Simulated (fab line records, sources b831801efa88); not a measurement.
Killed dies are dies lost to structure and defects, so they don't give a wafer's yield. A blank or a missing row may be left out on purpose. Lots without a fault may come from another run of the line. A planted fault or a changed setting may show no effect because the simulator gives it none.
fab line records | flow gf180mcu
record lots=15 wafers=45 last_day=34
route steps=602 shown NWELL@52 LVPWELL@64 MVPSD@89 HV_LDD@228 SALICIDE@281
lots that met no fault: from a run of the same line without faults
start_h: hours from the record's first day to the start of the lot's first wafer shown | wait_h: hours since the lot's step before | " the same as in the row above | L1.1+2: a row that stands for several wafers | - no value, or no start given | * or withheld: withheld | < > ~ a bound
route shown NAME@n: a module of which the file shows steps, and the number in the route of the first | usual: mean/standard deviation of fault-free wafers | same: alike in all rows | chamber/n: place in a boat | sites: the reading at each site | _std_site: their standard deviation | _edge_site: outer sites' mean less inner sites' | radius_mm: how far each site lies from the wafer's centre | mask NAME#n: copy n | behind: the tool/chamber that last shaped the wafer | hold: why the lot was held/for how many hours/how that ended | device: the transistor (n, p or np) that didn't switch | end of line: the same wafers' tests at the end of the route | a step without rows: its recipe alone | killed: dies lost to structure and defects at the first sort, not the wafer's yield | map: a wafer's dies, x killed, . not, _ none there
set.NAME: the setting as run; set.NAME@STEP: as run at that earlier step | model.NAME: the simulator's own value behind a step, which no gauge read
steps of the route over a sample of lots; a table a step, a row a wafer
services: from which hour (start_h, from the record's first day; less than 0 if before it) a tool's chamber was out of use, for how many hours, and why
## steps
# step GF_NWELL_STRIP_10
# recipe chemistry=O2/N2 power_w=1400 pressure_mtorr=1500 platen_temp_c=250 o2_flow_sccm=3000 n2_flow_sccm=300 overash_fraction=0.5
# usual chamber_pressure_mTorr=1500.1/1.3 drypump_motor_current_A=5.6/0.43 heater_power_w=322/20 oes_product_au=0.722/0.0046 strip_time_to_endpoint_s=37.40/0.12
# columns lot.wafer tool chamber start_h wait_h chamber_pressure_mTorr drypump_motor_current_A heater_power_w oes_product_au rf_hours_counter_h strip_time_to_endpoint_s
L181.1 plasma_asher-03 1 61.99 0.1 1499.0 5.6 303 0.719 41 37.20
L181.5 " 1 " " 1499.6 5.6 299 0.724 - 37.31
L181.6 " 0 " " 1500.1 5.7 296 0.721 - 37.42
L183.2 plasma_asher-03 0 73.84 0.1 1500.0 5.7 299 0.725 42 37.35
L183.3 " 1 " " 1501.2 5.6 292 0.726 - 37.44
L183.4 " 0 " " 1501.4 5.7 304 0.721 - 37.40
L184.1 plasma_asher-02 0 76.34 0.1 1501.9 6.0 343 0.726 40 37.52
L184.4 " 1 " " 1500.1 4.8 321 0.722 - 37.50
L184.5 " 1 " " 1500.6 4.8 327 0.725 - 37.44
L185.2 plasma_asher-02 1 82.79 0.1 1498.2 4.8 332 0.729 40 37.30
L185.4 " 0 " " 1499.3 6.0 339 0.719 - 37.34
L185.5 " 1 " " 1502.1 4.8 328 0.716 - 37.30
L187.2 plasma_asher-03 0 93.74 0.1 1500.2 5.7 306 0.721 44 37.55
L187.3 " 1 " " 1501.1 5.6 309 0.726 - 37.51
L187.4 " 0 " " 1498.1 5.7 301 0.729 - 37.51
L189.2 plasma_asher-02 1 105.24 0.1 1500.5 4.8 325 0.720 43 37.36
L189.5 " 0 " " 1499.8 6.0 349 0.720 - 37.41
L189.6 " 1 " " 1501.4 4.8 328 0.722 - 37.50
L191.1 plasma_asher-04 0 115.00 0.1 1500.0 5.4 327 0.725 48 37.32
L191.5 " 0 " " 1500.7 5.4 330 0.724 - 37.28
L191.6 " 1 " " 1500.1 6.1 343 0.723 - 37.33
L192.2 plasma_asher-03 1 121.95 0.1 1498.7 5.6 278 0.717 0 37.43
L192.4 " 1 " " 1497.0 5.6 277 0.718 - 37.34
L192.5 " 0 " " 1501.3 5.7 313 0.721 - 37.37
L193.2 plasma_asher-02 0 127.30 0.1 1498.0 6.0 344 0.721 45 37.62
L193.5 " 1 " " 1501.2 4.8 320 0.723 - 37.65
L193.6 " 0 " " 1499.4 6.0 353 0.729 - 37.61
L194.1 plasma_asher-02 1 132.44 0.1 - - - - - -
L194.3 " 1 " " - - - - - -
L194.5 " 0 " " - - - - - -
L195.1 plasma_asher-02 1 137.39 0.1 - - - - - -
L195.5 " 0 " " - - - - - -
L195.6 " 1 " " - - - - - -
L196.2 plasma_asher-02 1 142.84 0.1 - - - - - -
L196.4 " 1 " " - - - - - -
L196.6 " 0 " " - - - - - -
L198.2 plasma_asher-03 0 154.84 0.1 1498.8 5.7 314 0.717 2 37.53
L198.4 " 1 " " 1500.0 5.6 279 0.725 - 37.57
L198.6 " 1 " " 1501.5 5.6 289 0.717 - 37.52
L202.1 plasma_asher-03 0 176.44 0.1 1500.3 5.7 309 0.729 4 37.42
L202.2 " 1 " " 1501.4 5.6 279 0.719 4 37.35
L202.4 " 1 " " 1498.9 5.6 290 0.721 - 37.38
L203.1 plasma_asher-04 1 182.49 0.1 1499.0 6.1 338 0.720 55 37.35
L203.2 " 0 " " 1498.6 5.4 335 0.730 55 37.37
L203.6 " 1 " " 1502.3 6.1 351 0.728 - 37.44
# step GF_LVPWELL_STRIP_10
# recipe chemistry=O2/N2 power_w=1400 pressure_mtorr=1500 platen_temp_c=250 o2_flow_sccm=3000 n2_flow_sccm=300 overash_fraction=0.5
# usual chamber_pressure_mTorr=1499.9/1.4 drypump_motor_current_A=5.5/0.38 heater_power_w=322/18 oes_product_au=0.723/0.0047 strip_time_to_endpoint_s=37.01/0.099
# columns lot.wafer tool chamber start_h wait_h chamber_pressure_mTorr drypump_motor_current_A heater_power_w oes_product_au rf_hours_counter_h strip_time_to_endpoint_s
L181.1 plasma_asher-03 0 75.39 0.1 1501.0 5.7 303 0.719 42 36.77
L181.5 " 0 " " 1498.0 5.6 303 0.723 - 36.97
L181.6 " 1 " " 1499.6 5.6 293 0.732 - 36.96
L183.2 plasma_asher-01 0 87.59 0.1 1501.0 5.4 335 0.723 29 36.90
L183.3 " 1 " " 1501.8 5.6 324 0.728 - 36.99
L183.4 " 0 " " 1497.3 5.4 327 0.727 - 36.84
L184.1 plasma_asher-02 1 90.74 0.1 1498.6 4.8 315 0.721 41 37.06
L184.4 " 1 " " 1499.9 4.8 316 0.720 - 37.13
L184.5 " 1 " " 1500.3 4.8 325 0.733 - 37.09
L185.2 plasma_asher-01 0 96.68 0.1 1499.8 5.4 327 0.723 30 37.05
L185.4 " 0 " " 1499.8 5.4 327 0.719 - 36.92
L185.5 " 1 " " 1500.8 5.6 324 0.729 - 36.96
L187.2 plasma_asher-02 0 108.69 0.1 1499.8 6.0 342 0.730 43 37.00
L187.3 " 0 " " 1499.9 6.0 348 0.724 - 37.01
L187.4 " 1 " " 1499.2 4.8 325 0.716 - 36.96
L189.2 plasma_asher-02 1 119.69 0.1 1499.5 4.8 322 0.721 44 37.16
L189.5 " 1 " " 1500.6 4.8 327 0.721 - 37.05
L189.6 " 0 " " 1500.1 6.0 343 0.719 - 37.09
L191.1 plasma_asher-02 0 129.39 0.1 1500.3 6.0 350 0.723 45 36.91
L191.5 " 0 " " 1502.4 6.0 338 0.725 - 37.02
L191.6 " 1 " " 1501.4 4.8 322 0.727 - 36.97
L192.2 plasma_asher-01 0 136.44 0.1 1498.6 5.4 332 0.722 34 37.28
L192.4 " 0 " " 1501.4 5.3 331 0.721 - 37.20
L192.5 " 0 " " 1500.7 5.4 331 0.725 - 37.22
L193.2 plasma_asher-01 1 142.98 0.1 1500.7 5.6 322 0.721 35 37.03
L193.5 " 1 " " 1501.1 5.6 312 0.716 - 37.05
L193.6 " 0 " " 1497.6 5.3 326 0.724 - 37.03
L194.1 plasma_asher-01 1 148.28 0.1 1500.3 5.5 322 0.744 36 82.16
L194.3 " 1 " " 1499.5 5.5 321 0.735 - 81.86
L194.5 " 1 " " 1498.8 5.5 324 0.744 - 81.84
L195.1 plasma_asher-03 1 152.79 0.1 1498.0 5.6 284 0.744 2 81.67
L195.5 " 1 " " 1501.6 5.6 283 0.733 - 81.48
L195.6 " 0 " " 1499.0 5.7 318 0.747 - 81.72
L196.2 plasma_asher-02 0 158.58 0.1 1498.0 6.0 347 0.741 49 81.79
L196.4 " 0 " " 1501.3 6.0 343 0.743 - 81.83
L196.6 " 1 " " 1500.7 4.8 322 0.744 - 81.95
L198.2 plasma_asher-03 1 171.23 0.1 1498.7 5.6 285 0.720 4 37.06
L198.4 " 0 " " 1501.0 5.7 324 0.712 - 37.05
L198.6 " 0 " " 1499.1 5.7 319 0.724 - 37.14
L202.1 plasma_asher-01 1 193.93 0.1 1499.5 5.6 322 0.724 41 36.98
L202.2 " 0 " " 1499.2 5.4 333 0.714 41 36.96
L202.4 " 1 " " 1498.7 5.5 316 0.728 - 37.14
L203.1 plasma_asher-01 0 199.23 0.1 1499.5 5.4 327 0.727 41 37.00
L203.2 " 1 " " 1499.3 5.5 317 0.720 41 37.07
L203.6 " 1 " " 1498.3 5.6 307 0.723 - 37.00
# step GF_LVPWELL_TW_MEAS_11
# usual LVPWELL_TW=561/6.1
# columns lot.wafer tool chamber start_h wait_h LVPWELL_TW
L181.1 film_metro-04 - 75.49 0.1 571
L181.5 " - " " 566
L181.6 " - " " 566
L183.2 film_metro-04 - 87.70 0.1 568
L183.3 " - " " 565
L183.4 " - " " 567
L184.1 film_metro-01 - 90.84 0.1 568
L184.4 " - " " 564
L184.5 " - " " 568
L185.2 film_metro-01 - 96.79 0.1 560
L185.4 " - " " 564
L185.5 " - " " 561
L187.2 film_metro-01 - 108.80 0.1 563
L187.3 " - " " 562
L187.4 " - " " 564
L189.2 film_metro-04 - 119.80 0.1 570
L189.5 " - " " 574
L189.6 " - " " 572
L191.1 film_metro-04 - 129.49 0.1 570
L191.5 " - " " 567
L191.6 " - " " 568
L192.2 film_metro-02 - 136.55 0.1 556
L192.4 " - " " 558
L192.5 " - " " 556
L193.2 film_metro-04 - 143.09 0.1 566
L193.5 " - " " 568
L193.6 " - " " 570
L194.1 film_metro-01 - 148.38 0.1 30
L194.3 " - " " 30
L194.5 " - " " 30
L195.1 film_metro-04 - 152.89 0.1 30
L195.5 " - " " 30
L195.6 " - " " 30
L196.2 film_metro-01 - 158.69 0.1 30
L196.4 " - " " 30
L196.6 " - " " 30
L198.2 film_metro-02 - 171.34 0.1 555
L198.4 " - " " 556
L198.6 " - " " 557
L202.1 film_metro-02 - 194.03 0.1 551
L202.2 " - " " 548
L202.4 " - " " 551
L203.1 film_metro-02 - 199.33 0.1 551
L203.2 " - " " 547
L203.6 " - " " 553
# step GF_MVPSD_TW_MEAS_11
# usual MVPSD_TW=556/4.7
# columns lot.wafer tool chamber start_h wait_h MVPSD_TW
L181.1 film_metro-04 - 103.28 0.1 564
L181.5 " - " " 562
L181.6 " - " " 561
L183.2 film_metro-02 - 116.90 0.1 550
L183.3 " - " " 549
L183.4 " - " " 554
L184.1 film_metro-01 - 120.89 0.1 559
L184.4 " - " " 558
L184.5 " - " " 558
L185.2 film_metro-04 - 126.46 0.1 559
L185.4 " - " " 557
L185.5 " - " " 558
L187.2 film_metro-01 - 139.35 0.1 554
L187.3 " - " " 555
L187.4 " - " " 557
L189.2 film_metro-02 - 150.20 0.1 548
L189.5 " - " " 547
L189.6 " - " " 544
L191.1 film_metro-01 - 162.00 0.1 555
L191.5 " - " " 557
L191.6 " - " " 557
L192.2 film_metro-01 - 168.85 0.1 556
L192.4 " - " " 555
L192.5 " - " " 554
L193.2 film_metro-01 - 175.04 0.1 553
L193.5 " - " " 555
L193.6 " - " " 555
L194.1 film_metro-01 - 180.95 0.1 554
L194.3 " - " " 556
L194.5 " - " " 557
L195.1 film_metro-04 - 185.93 0.1 559
L195.5 " - " " 561
L195.6 " - " " 558
L196.2 film_metro-01 - 192.04 0.1 558
L196.4 " - " " 556
L196.6 " - " " 559
L198.2 film_metro-04 - 205.61 0.1 555
L198.4 " - " " 557
L198.6 " - " " 556
L202.1 film_metro-02 - 229.28 0.1 545
L202.2 " - " " 547
L202.4 " - " " 548
L203.1 film_metro-02 - 234.59 0.1 545
L203.2 " - " " 550
L203.6 " - " " 548
# step GF_HV_LDD_RTA_52
# recipe temp_c=1000 time_s=10 ambient=N2
# usual lamp_power_pct=34.0/0.56 wafer_temp_C_max=1004.9/1
# columns lot.wafer tool chamber start_h wait_h lamp_power_pct wafer_temp_C_max
L181.1 rtp_anneal-02 0 283.02 0.0 33.5 1007.0
L181.5 " 0 " " 33.5 1006.9
L181.6 " 0 " " 33.5 1004.8
L183.2 rtp_anneal-01 0 302.10 0.0 34.6 1004.0
L183.3 " 0 " " 34.6 1004.6
L183.4 " 0 " " 34.6 1004.8
L184.1 rtp_anneal-01 0 305.82 0.0 34.6 1004.6
L184.4 " 0 " " 34.6 1004.6
L184.5 " 0 " " 34.6 1005.5
L185.2 rtp_anneal-01 0 316.37 0.0 34.6 1003.7
L185.4 " 0 " " 34.6 1005.0
L185.5 " 0 " " 34.6 1003.8
L187.2 rtp_anneal-01 0 331.27 0.0 34.6 1005.9
L187.3 " 0 " " 34.7 1004.3
L187.4 " 0 " " 34.7 1004.1
L189.2 rtp_anneal-02 0 343.90 0.0 33.5 1006.3
L189.5 " 0 " " 33.5 1004.8
L189.6 " 0 " " 33.5 1006.1
L191.1 rtp_anneal-01 0 370.06 0.0 34.6 1004.7
L191.5 " 0 " " 34.6 1004.9
L191.6 " 0 " " 34.6 1003.7
L192.2 rtp_anneal-02 0 370.38 0.0 33.5 1003.6
L192.4 " 0 " " 33.5 1004.2
L192.5 " 0 " " 33.5 1004.8
L193.2 rtp_anneal-01 0 377.63 0.0 34.6 1006.2
L193.5 " 0 " " 34.6 1004.3
L193.6 " 0 " " 34.6 1004.8
L194.1 rtp_anneal-02 0 383.97 0.0 33.5 1005.7
L194.3 " 0 " " 33.5 1005.8
L194.5 " 0 " " 33.5 1004.3
L195.1 rtp_anneal-01 0 392.22 0.0 34.6 1004.1
L195.5 " 0 " " 34.6 1003.7
L195.6 " 0 " " 34.6 1005.1
L196.2 rtp_anneal-02 0 403.18 0.0 33.5 1003.5
L196.4 " 0 " " 33.5 1004.5
L196.6 " 0 " " 33.5 1004.8
L198.2 rtp_anneal-02 0 419.39 0.0 33.5 1006.4
L198.4 " 0 " " 33.4 1006.0
L198.6 " 0 " " 33.5 1004.6
L202.1 rtp_anneal-02 0 453.11 0.0 33.5 1004.6
L202.2 " 0 " " 33.5 1005.9
L202.4 " 0 " " 33.5 1005.9
L203.1 rtp_anneal-01 0 460.71 0.0 34.6 1003.9
L203.2 " 0 " " 34.6 1004.5
L203.6 " 0 " " 34.6 1003.7
# step GF_SALICIDE_SPUTTER_03
# recipe material=TiN target_thk_nm=20 power_w=6500 time_s=16.7 chamber_pressure_pa=0.4
# usual throttle_valve_pct=30.2/1.6
# columns lot.wafer tool chamber start_h wait_h throttle_valve_pct
L181.1 pvd_sputter-04 - 349.92 0.0 31.9
L181.5 " - " " 32.1
L181.6 " - " " 31.7
L183.2 pvd_sputter-02 - 369.99 0.0 28.8
L183.3 " - " " 27.6
L183.4 " - " " 30.4
L184.1 pvd_sputter-02 - 374.99 0.0 30.0
L184.4 " - " " 30.1
L184.5 " - " " 30.3
L185.2 pvd_sputter-04 - 386.33 0.0 28.7
L185.4 " - " " 31.6
L185.5 " - " " 29.2
L187.2 pvd_sputter-03 - 401.91 0.0 30.8
L187.3 " - " " 33.1
L187.4 " - " " 30.5
L189.2 pvd_sputter-04 - 415.55 0.0 28.1
L189.5 " - " " 32.2
L189.6 " - " " 28.1
L191.1 pvd_sputter-03 - 445.03 0.0 33.3
L191.5 " - " " 30.7
L191.6 " - " " 28.7
L192.2 pvd_sputter-03 - 445.93 0.0 28.9
L192.4 " - " " 30.4
L192.5 " - " " 28.9
L193.2 pvd_sputter-02 - 453.42 0.0 29.7
L193.5 " - " " 29.0
L193.6 " - " " 29.9
L194.1 pvd_sputter-03 - 460.43 0.0 33.3
L194.3 " - " " 30.9
L194.5 " - " " 33.3
L195.1 pvd_sputter-03 - 468.63 0.0 30.6
L195.5 " - " " 33.3
L195.6 " - " " 30.9
L196.2 pvd_sputter-04 - 479.57 0.0 28.1
L196.4 " - " " 31.6
L196.6 " - " " 29.2
L198.2 pvd_sputter-03 - 496.14 0.0 30.6
L198.4 " - " " 28.6
L198.6 " - " " 30.5
L202.1 pvd_sputter-03 - 527.82 0.0 30.5
L202.2 " - " " 28.8
L202.4 " - " " 33.4
L203.1 pvd_sputter-04 - 535.05 0.0 28.3
L203.2 " - " " 32.0
L203.6 " - " " 32.0
## services
# columns tool chamber start_h hours kind
pvd_sputter-04 - 40.77 4.0 repair
plasma_asher-04 - 70.05 0.6 repair
pvd_sputter-02 - 75.28 4.9 repair
pvd_sputter-04 - 101.73 1.2 repair
plasma_asher-03 - 108.75 9.0 pm
rtp_anneal-02 - 115.72 4.6 pm
plasma_asher-03 - 136.71 14.6 pm
plasma_asher-03 - 192.44 9.9 repair
pvd_sputter-02 - 208.78 16.4 repair
plasma_asher-03 - 213.37 2.8 pm
plasma_asher-04 - 238.14 20.3 repair
plasma_asher-03 - 287.45 3.0 repair
rtp_anneal-01 - 336.14 2.6 pm
pvd_sputter-04 - 361.54 0.8 repair
plasma_asher-01 - 371.29 1.1 repair
plasma_asher-02 - 421.25 9.0 pm
plasma_asher-02 0 421.25 9.0 vent_cycle
plasma_asher-02 1 421.25 9.0 vent_cycle
plasma_asher-02 0 430.25 - clean
plasma_asher-02 - 440.26 1.0 repair
pvd_sputter-03 - 446.41 2.7 repair
plasma_asher-04 - 448.14 0.6 repair
plasma_asher-04 - 483.29 1.3 repair
plasma_asher-04 - 490.10 1.0 repair
## key
first_sign step=GF_NWELL_STRIP_10 reading=tool_record direction=missing
effect step=GF_LVPWELL_STRIP_10 reading=strip_time_to_endpoint_s direction=up sigmas=99+ usual=* struck=*
effect step=GF_LVPWELL_TW_MEAS_11 reading=LVPWELL_TW direction=down sigmas=87 usual=561 struck=30
met_at GF_NWELL_STRIP_10
struck_lots L194,L195,L196
sort_left_out L194.1,L194.3,L194.5,L195.1,L195.5,L195.6,L196.2,L196.4,L196.6
tester_left_out L194,L195,L196
not_acting_at GF_MVPSD_TW_MEAS_11,GF_HV_LDD_RTA_52,GF_SALICIDE_SPUTTER_03
onset_between 127.30 132.44
fault kind=skipped_step_whole tool=plasma_asher-02 chamber=- onset_h=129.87 steps=GF_NWELL_STRIP_10 scope=struck_lots_only
# tester_left_out: of these lots the tester's yield and bins aren't shown, on N5 and GAA mostly nor the transistor test; their killed dies are dies lost to structure and defects alone, not to doping, threshold or leakage, so they don't give the yield
# sort_left_out: the simulated sort isn't trusted on such a fault, so these wafers' sort isn't shown, and their yield isn't known
